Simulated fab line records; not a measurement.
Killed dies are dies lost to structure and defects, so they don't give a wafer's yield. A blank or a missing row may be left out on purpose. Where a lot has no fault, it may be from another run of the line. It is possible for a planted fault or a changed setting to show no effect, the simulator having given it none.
What tool caused it? || flow gf180mcu || Sampling: 14 lots, 42 wafers, 6 of 602 route steps

WHAT THE GAUGES SHOWED, per wafer
GF_V4_OVL_MEAS_15.
{"lot": "L668", "measured": "day 24 04:35", "on": "overlay-02", "V4_OVL (nm)": "-2 -2 1"}
{"lot": "L669", "measured": "day 24 15:02", "on": "overlay-02", "V4_OVL (nm)": "-1 -2 -2"}
{"lot": "L670", "measured": "day 25 01:34", "on": "overlay-02", "V4_OVL (nm)": "14 8 12"}
{"lot": "L671", "measured": "day 25 07:04", "on": "overlay-02", "V4_OVL (nm)": "1 8 -3"}
{"lot": "L673", "measured": "day 26 03:35", "on": "overlay-01", "V4_OVL (nm)": "9 11 4"}
{"lot": "L674", "measured": "day 26 08:14", "on": "overlay-01", "V4_OVL (nm)": "3 -3 8"}
{"lot": "L675", "measured": "day 26 20:08", "on": "overlay-01", "V4_OVL (nm)": "-5 2 6"}
{"lot": "L676", "measured": "day 27 00:53", "on": "overlay-02", "V4_OVL (nm)": "4 5 7"}
{"lot": "L681", "measured": "day 28 15:41", "on": "overlay-02", "V4_OVL (nm)": "5 4 4"}
{"lot": "L684", "measured": "day 29 16:35", "on": "overlay-02", "V4_OVL (nm)": "5 3 4"}
{"lot": "L686", "measured": "day 30 07:35", "on": "overlay-02", "V4_OVL (nm)": "0 -3 -1"}
{"lot": "L688", "measured": "day 30 15:35", "on": "overlay-02", "V4_OVL (nm)": "11 13 9"}
{"lot": "L689", "measured": "day 30 22:24", "on": "overlay-02", "V4_OVL (nm)": "12 12 11"}
{"lot": "L691", "measured": "day 31 12:29", "on": "overlay-02", "V4_OVL (nm)": "9 1 7"}

GF_V4_RS_MEAS_24: the measuring method here is four-point-probe.
{"lot": "L668", "measured": "day 24 05:29", "on": "film_metro-04", "V4_W_RS (ohm/sq)": "0.324 0.324 0.325"}
{"lot": "L669", "measured": "day 24 15:58", "on": "film_metro-01", "V4_W_RS (ohm/sq)": "0.327 0.324 0.324"}
{"lot": "L670", "measured": "day 25 02:34", "on": "film_metro-02", "V4_W_RS (ohm/sq)": "0.328 0.325 0.328"}
{"lot": "L671", "measured": "day 25 07:59", "on": "film_metro-04", "V4_W_RS (ohm/sq)": "0.330 0.328 0.327"}
{"lot": "L673", "measured": "day 26 04:32", "on": "film_metro-02", "V4_W_RS (ohm/sq)": "0.330 0.327 0.325"}
{"lot": "L674", "measured": "day 26 09:11", "on": "film_metro-02", "V4_W_RS (ohm/sq)": "42.997 42.653 43.224"}
{"lot": "L675", "measured": "day 26 21:04", "on": "film_metro-01", "V4_W_RS (ohm/sq)": "43.468 43.479 43.927"}
{"lot": "L676", "measured": "day 27 01:49", "on": "film_metro-01", "V4_W_RS (ohm/sq)": "0.331 0.324 0.330"}
{"lot": "L681", "measured": "day 28 16:35", "on": "film_metro-04", "V4_W_RS (ohm/sq)": "0.326 0.324 0.323"}
{"lot": "L684", "measured": "day 29 17:29", "on": "film_metro-02", "V4_W_RS (ohm/sq)": "0.327 0.324 0.323"}
{"lot": "L686", "measured": "day 30 08:29", "on": "film_metro-02", "V4_W_RS (ohm/sq)": "0.324 0.326 0.327"}
{"lot": "L688", "measured": "day 30 16:32", "on": "film_metro-01", "V4_W_RS (ohm/sq)": "0.324 0.325 0.323"}
{"lot": "L689", "measured": "day 30 23:21", "on": "film_metro-01", "V4_W_RS (ohm/sq)": "0.327 0.326 0.325"}
{"lot": "L691", "measured": "day 31 13:23", "on": "film_metro-04", "V4_W_RS (ohm/sq)": "0.335 0.331 0.330"}

GF_V4_THK_MEAS_25: measures by xrf.
{"lot": "L668", "measured": "day 24 05:37", "on": "film_metro-04", "V4_W_THK (nm)": "362 362 359"}
{"lot": "L669", "measured": "day 24 16:04", "on": "film_metro-01", "V4_W_THK (nm)": "351 353 353"}
{"lot": "L670", "measured": "day 25 02:41", "on": "film_metro-02", "V4_W_THK (nm)": "359 362 359"}
{"lot": "L671", "measured": "day 25 08:07", "on": "film_metro-04", "V4_W_THK (nm)": "354 352 352"}
{"lot": "L673", "measured": "day 26 04:39", "on": "film_metro-02", "V4_W_THK (nm)": "354 357 360"}
{"lot": "L674", "measured": "day 26 09:17", "on": "film_metro-02", "V4_W_THK (nm)": "<0 <0 <0"}
{"lot": "L675", "measured": "day 26 21:11", "on": "film_metro-01", "V4_W_THK (nm)": "<0 <0 -"}
{"lot": "L676", "measured": "day 27 01:55", "on": "film_metro-01", "V4_W_THK (nm)": "350 357 352"}
{"lot": "L681", "measured": "day 28 16:43", "on": "film_metro-04", "V4_W_THK (nm)": "357 358 363"}
{"lot": "L684", "measured": "day 29 17:37", "on": "film_metro-02", "V4_W_THK (nm)": "359 362 364"}
{"lot": "L686", "measured": "day 30 08:37", "on": "film_metro-02", "V4_W_THK (nm)": "369 368 367"}
{"lot": "L688", "measured": "day 30 16:39", "on": "film_metro-01", "V4_W_THK (nm)": "353 354 355"}
{"lot": "L689", "measured": "day 30 23:26", "on": "film_metro-01", "V4_W_THK (nm)": "354 352 354"}
{"lot": "L691", "measured": "day 31 13:31", "on": "film_metro-04", "V4_W_THK (nm)": "349 351 351"}

WHAT TOOL EACH LOT RAN ON (gives the tool, then ch and the chambers of the sampled wafers, and finally the start)
{"lot": "L668", "GF_V4_ETCH_17": "rie_diel-01 ch 0,2,3, day 24 04:44 or earlier", "GF_V4_STRIP_18": "plasma_asher-02 ch 0,1, day 24 04:44", "GF_V4_CVD_23": "cvd_w-01 ch 0,1, day 24 05:23"}
{"lot": "L669", "GF_V4_ETCH_17": "rie_diel-01 ch 0,2,3, day 24 15:11 or earlier", "GF_V4_STRIP_18": "plasma_asher-02 ch 0,1, day 24 15:11", "GF_V4_CVD_23": "cvd_w-01 ch 0,1, day 24 15:50"}
{"lot": "L670", "GF_V4_ETCH_17": "rie_diel-03 ch 0,2,3, day 25 01:44 or earlier", "GF_V4_STRIP_18": "plasma_asher-03 ch 0,1, day 25 01:44", "GF_V4_CVD_23": "cvd_w-01 ch 0,1, day 25 02:28"}
{"lot": "L671", "GF_V4_ETCH_17": "rie_diel-01 ch 0,1,2, day 25 07:14 or earlier", "GF_V4_STRIP_18": "plasma_asher-02 ch 1, day 25 07:14", "GF_V4_CVD_23": "cvd_w-01 ch 1, day 25 07:52"}
{"lot": "L673", "GF_V4_ETCH_17": "rie_diel-01 ch 0,3, day 26 03:44 or earlier", "GF_V4_STRIP_18": "plasma_asher-03 ch 0,1, day 26 03:44", "GF_V4_CVD_23": "cvd_w-01 ch 0,1, day 26 04:25"}
{"lot": "L674", "GF_V4_ETCH_17": "rie_diel-01 ch 0,2,3, day 26 08:26 or earlier", "GF_V4_STRIP_18": "plasma_asher-01 ch 0,1, day 26 08:26", "GF_V4_CVD_23": "cvd_w-01 ch 0,1, day 26 09:04"}
{"lot": "L675", "GF_V4_ETCH_17": "rie_diel-04 ch 1,2, day 26 20:17 or earlier", "GF_V4_STRIP_18": "plasma_asher-01 ch 0,1, day 26 20:17", "GF_V4_CVD_23": "cvd_w-02 ch 0,1, day 26 20:56"}
{"lot": "L676", "GF_V4_ETCH_17": "rie_diel-03 ch 0,1, day 27 01:02 or earlier", "GF_V4_STRIP_18": "plasma_asher-02 ch 0,1, day 27 01:02", "GF_V4_CVD_23": "cvd_w-02 ch 0,1, day 27 01:41"}
{"lot": "L681", "GF_V4_ETCH_17": "rie_diel-04 ch 1,2,3, day 28 15:50 or earlier", "GF_V4_STRIP_18": "plasma_asher-02 ch 0,1, day 28 15:50", "GF_V4_CVD_23": "cvd_w-02 ch 0,1, day 28 16:29"}
{"lot": "L684", "GF_V4_ETCH_17": "rie_diel-04 ch 0,2, day 29 16:44 or earlier", "GF_V4_STRIP_18": "plasma_asher-01 ch 0, day 29 16:44", "GF_V4_CVD_23": "cvd_w-02 ch 0,1, day 29 17:23"}
{"lot": "L686", "GF_V4_ETCH_17": "rie_diel-01 ch 1,2,3, day 30 07:44 or earlier", "GF_V4_STRIP_18": "plasma_asher-01 ch 0, day 30 07:44", "GF_V4_CVD_23": "cvd_w-01 ch 0,1, day 30 08:23"}
{"lot": "L688", "GF_V4_ETCH_17": "rie_diel-03 ch 0,1,3, day 30 15:44 or earlier", "GF_V4_STRIP_18": "plasma_asher-02 ch 0,1, day 30 15:44", "GF_V4_CVD_23": "cvd_w-02 ch 1, day 30 16:25"}
{"lot": "L689", "GF_V4_ETCH_17": "rie_diel-03 ch 0,3, day 30 22:35 or earlier", "GF_V4_STRIP_18": "plasma_asher-01 ch 0,1, day 30 22:35", "GF_V4_CVD_23": "cvd_w-01 ch 0,1, day 30 23:13"}
{"lot": "L691", "GF_V4_ETCH_17": "rie_diel-04 ch 1,2,3, day 31 12:38 or earlier", "GF_V4_STRIP_18": "plasma_asher-03 ch 0,1, day 31 12:38", "GF_V4_CVD_23": "cvd_w-01 ch 0,1, day 31 13:17"}
- GF_V4_ETCH_17: etches SiO2 in C4F8/O2/Ar, stops on TiN, target depth 630 nm.
- GF_V4_STRIP_18: strips in O2/N2.
- GF_V4_CVD_23: deposits W, target thk 350 nm, time 104.9 s.

AS READ BY THE TOOLS THEMSELVES (means over the sampled wafers that have a number; for cases with no such wafer, the mark the record gives instead)
GF_V4_ETCH_17.
{"lot": "L668", "tool": "rie_diel-01", "chamber_pressure_mTorr (mTorr)": 40.01, "oes_product_au (a.u.)": 0.851, "rf_fwd_power_W (W)": 1494}
{"lot": "L669", "tool": "rie_diel-01", "chamber_pressure_mTorr (mTorr)": 39.99, "oes_product_au (a.u.)": 0.856, "rf_fwd_power_W (W)": 1485}
{"lot": "L670", "tool": "rie_diel-03", "chamber_pressure_mTorr (mTorr)": 40.04, "oes_product_au (a.u.)": 0.859, "rf_fwd_power_W (W)": 1492}
{"lot": "L671", "tool": "rie_diel-01", "chamber_pressure_mTorr (mTorr)": 39.97, "oes_product_au (a.u.)": 0.856, "rf_fwd_power_W (W)": 1491}
{"lot": "L673", "tool": "rie_diel-01", "chamber_pressure_mTorr (mTorr)": 40.00, "oes_product_au (a.u.)": 0.850, "rf_fwd_power_W (W)": 1490}
{"lot": "L674", "tool": "rie_diel-01", "chamber_pressure_mTorr (mTorr)": 39.99, "oes_product_au (a.u.)": 0.857, "rf_fwd_power_W (W)": 1495}
{"lot": "L675", "tool": "rie_diel-04", "chamber_pressure_mTorr (mTorr)": 40.02, "oes_product_au (a.u.)": 0.860, "rf_fwd_power_W (W)": 1491}
{"lot": "L676", "tool": "rie_diel-03", "chamber_pressure_mTorr (mTorr)": 39.96, "oes_product_au (a.u.)": 0.854, "rf_fwd_power_W (W)": 1495}
{"lot": "L681", "tool": "rie_diel-04", "chamber_pressure_mTorr (mTorr)": 40.02, "oes_product_au (a.u.)": 0.859, "rf_fwd_power_W (W)": 1491}
{"lot": "L684", "tool": "rie_diel-04", "chamber_pressure_mTorr (mTorr)": 40.05, "oes_product_au (a.u.)": 0.857, "rf_fwd_power_W (W)": 1494}
{"lot": "L686", "tool": "rie_diel-01", "chamber_pressure_mTorr (mTorr)": 39.96, "oes_product_au (a.u.)": 0.853, "rf_fwd_power_W (W)": 1494}
{"lot": "L688", "tool": "rie_diel-03", "chamber_pressure_mTorr (mTorr)": 39.99, "oes_product_au (a.u.)": 0.858, "rf_fwd_power_W (W)": 1494}
{"lot": "L689", "tool": "rie_diel-03", "chamber_pressure_mTorr (mTorr)": 39.99, "oes_product_au (a.u.)": 0.854, "rf_fwd_power_W (W)": 1490}
{"lot": "L691", "tool": "rie_diel-04", "chamber_pressure_mTorr (mTorr)": 39.99, "oes_product_au (a.u.)": 0.859, "rf_fwd_power_W (W)": 1492}

GF_V4_STRIP_18.
{"lot": "L668", "tool": "plasma_asher-02", "chamber_pressure_mTorr (mTorr)": 1499.5, "drypump_motor_current_A (A)": 5.7, "heater_power_w (W)": 313, "oes_product_au (a.u.)": 0.592}
{"lot": "L669", "tool": "plasma_asher-02", "chamber_pressure_mTorr (mTorr)": 1499.4, "drypump_motor_current_A (A)": 5.7, "heater_power_w (W)": 317, "oes_product_au (a.u.)": 0.591}
{"lot": "L670", "tool": "plasma_asher-03", "chamber_pressure_mTorr (mTorr)": 1500.0, "drypump_motor_current_A (A)": 6.2, "heater_power_w (W)": 339, "oes_product_au (a.u.)": 0.589}
{"lot": "L671", "tool": "plasma_asher-02", "chamber_pressure_mTorr (mTorr)": 1500.7, "drypump_motor_current_A (A)": 5.6, "heater_power_w (W)": 312, "oes_product_au (a.u.)": 0.589}
{"lot": "L673", "tool": "plasma_asher-03", "chamber_pressure_mTorr (mTorr)": 1500.1, "drypump_motor_current_A (A)": 5.7, "heater_power_w (W)": 326, "oes_product_au (a.u.)": 0.591}
{"lot": "L674", "tool": "plasma_asher-01", "chamber_pressure_mTorr (mTorr)": 1498.1, "drypump_motor_current_A (A)": 5.8, "heater_power_w (W)": 279, "oes_product_au (a.u.)": 0.594}
{"lot": "L675", "tool": "plasma_asher-01", "chamber_pressure_mTorr (mTorr)": 1500.1, "drypump_motor_current_A (A)": 6.1, "heater_power_w (W)": 280, "oes_product_au (a.u.)": 0.592}
{"lot": "L676", "tool": "plasma_asher-02", "chamber_pressure_mTorr (mTorr)": 1500.3, "drypump_motor_current_A (A)": 5.6, "heater_power_w (W)": 311, "oes_product_au (a.u.)": 0.593}
{"lot": "L681", "tool": "plasma_asher-02", "chamber_pressure_mTorr (mTorr)": 1499.9, "drypump_motor_current_A (A)": 5.6, "heater_power_w (W)": 313, "oes_product_au (a.u.)": 0.596}
{"lot": "L684", "tool": "plasma_asher-01", "chamber_pressure_mTorr (mTorr)": 1498.8, "drypump_motor_current_A (A)": 5.4, "heater_power_w (W)": 281, "oes_product_au (a.u.)": 0.590}
{"lot": "L686", "tool": "plasma_asher-01", "chamber_pressure_mTorr (mTorr)": 1500.4, "drypump_motor_current_A (A)": 5.4, "heater_power_w (W)": 283, "oes_product_au (a.u.)": 0.593}
{"lot": "L688", "tool": "plasma_asher-02", "chamber_pressure_mTorr (mTorr)": 1500.6, "drypump_motor_current_A (A)": 5.6, "heater_power_w (W)": 312, "oes_product_au (a.u.)": 0.588}
{"lot": "L689", "tool": "plasma_asher-01", "chamber_pressure_mTorr (mTorr)": 1497.7, "drypump_motor_current_A (A)": 6.1, "heater_power_w (W)": 282, "oes_product_au (a.u.)": 0.589}
{"lot": "L691", "tool": "plasma_asher-03", "chamber_pressure_mTorr (mTorr)": 1500.2, "drypump_motor_current_A (A)": 6.2, "heater_power_w (W)": 342, "oes_product_au (a.u.)": 0.598}

GF_V4_CVD_23.
{"lot": "L668", "tool": "cvd_w-01", "chamber_pressure_Torr (Torr)": 39.97, "heater_power_outer_w (W)": 563, "heater_power_w (W)": 926, "susceptor_temp_C (C)": 399.86}
{"lot": "L669", "tool": "cvd_w-01", "chamber_pressure_Torr (Torr)": 39.95, "heater_power_outer_w (W)": 551, "heater_power_w (W)": 924, "susceptor_temp_C (C)": 399.77}
{"lot": "L670", "tool": "cvd_w-01", "chamber_pressure_Torr (Torr)": 40.06, "heater_power_outer_w (W)": 556, "heater_power_w (W)": 930, "susceptor_temp_C (C)": 399.95}
{"lot": "L671", "tool": "cvd_w-01", "chamber_pressure_Torr (Torr)": 39.93, "heater_power_outer_w (W)": 561, "heater_power_w (W)": 902, "susceptor_temp_C (C)": 399.85}
{"lot": "L673", "tool": "cvd_w-01", "chamber_pressure_Torr (Torr)": 40.01, "heater_power_outer_w (W)": 560, "heater_power_w (W)": 915, "susceptor_temp_C (C)": 400.41}
{"lot": "L674", "tool": "cvd_w-01", "chamber_pressure_Torr (Torr)": "-", "heater_power_outer_w (W)": "-", "heater_power_w (W)": "-", "susceptor_temp_C (C)": "-"}
{"lot": "L675", "tool": "cvd_w-02", "chamber_pressure_Torr (Torr)": "-", "heater_power_outer_w (W)": "-", "heater_power_w (W)": "-", "susceptor_temp_C (C)": "-"}
{"lot": "L676", "tool": "cvd_w-02", "chamber_pressure_Torr (Torr)": 40.09, "heater_power_outer_w (W)": 531, "heater_power_w (W)": 833, "susceptor_temp_C (C)": 399.98}
{"lot": "L681", "tool": "cvd_w-02", "chamber_pressure_Torr (Torr)": 40.06, "heater_power_outer_w (W)": 539, "heater_power_w (W)": 838, "susceptor_temp_C (C)": 400.05}
{"lot": "L684", "tool": "cvd_w-02", "chamber_pressure_Torr (Torr)": 39.97, "heater_power_outer_w (W)": 517, "heater_power_w (W)": 824, "susceptor_temp_C (C)": 399.93}
{"lot": "L686", "tool": "cvd_w-01", "chamber_pressure_Torr (Torr)": 39.98, "heater_power_outer_w (W)": 558, "heater_power_w (W)": 927, "susceptor_temp_C (C)": 399.79}
{"lot": "L688", "tool": "cvd_w-02", "chamber_pressure_Torr (Torr)": 39.94, "heater_power_outer_w (W)": 554, "heater_power_w (W)": 860, "susceptor_temp_C (C)": 399.59}
{"lot": "L689", "tool": "cvd_w-01", "chamber_pressure_Torr (Torr)": 40.02, "heater_power_outer_w (W)": 564, "heater_power_w (W)": 930, "susceptor_temp_C (C)": 400.24}
{"lot": "L691", "tool": "cvd_w-01", "chamber_pressure_Torr (Torr)": 40.01, "heater_power_outer_w (W)": 566, "heater_power_w (W)": 913, "susceptor_temp_C (C)": 400.20}

THE ANSWER, worked out from the rows above alone
Rule: what is usual is taken from the lots themselves. Put in order of their means at a reading, lots are off if they are a third of the lots or fewer, leave a main group of 4 or more, and stand apart from it by a gap of 3 or more times the standard deviation of the main group's means; of several such gaps the widest counts. The tables above print the reading to a certain number of digits; a main group whose means all agree to those digits is not used. Also off: a lot with no number at a reading for which 4 or more lots have one. Where the step has rows for the other lots, those lots are counted as sound. Order of review: gauges by route order, followed by the tools' own readings, for which a lot's mean as printed above is used. The first step at which some lot is off is used, and at that step the reading that is off furthest; a lot without a number counts as furthest.
Off: L674, L675, at GF_V4_RS_MEAS_24 (V4_W_RS). For the main group the mean is 0.326 ohm/sq and the standard deviation 0.0022.
A tool fits if, at a process step before that reading, it ran every lot that is off, and no sound lot after the first of them. The gauges at GF_V4_RS_MEAS_24 aren't tried: what is off there is off at GF_V4_CVD_23 too, on other tools, and a gauge's error can't cause that. GF_V4_ETCH_17: start missing for some lots; hours and lot order therefore follow GF_V4_STRIP_18. None of those tried fits.

WHAT THE SIMULATOR HAD PUT IN
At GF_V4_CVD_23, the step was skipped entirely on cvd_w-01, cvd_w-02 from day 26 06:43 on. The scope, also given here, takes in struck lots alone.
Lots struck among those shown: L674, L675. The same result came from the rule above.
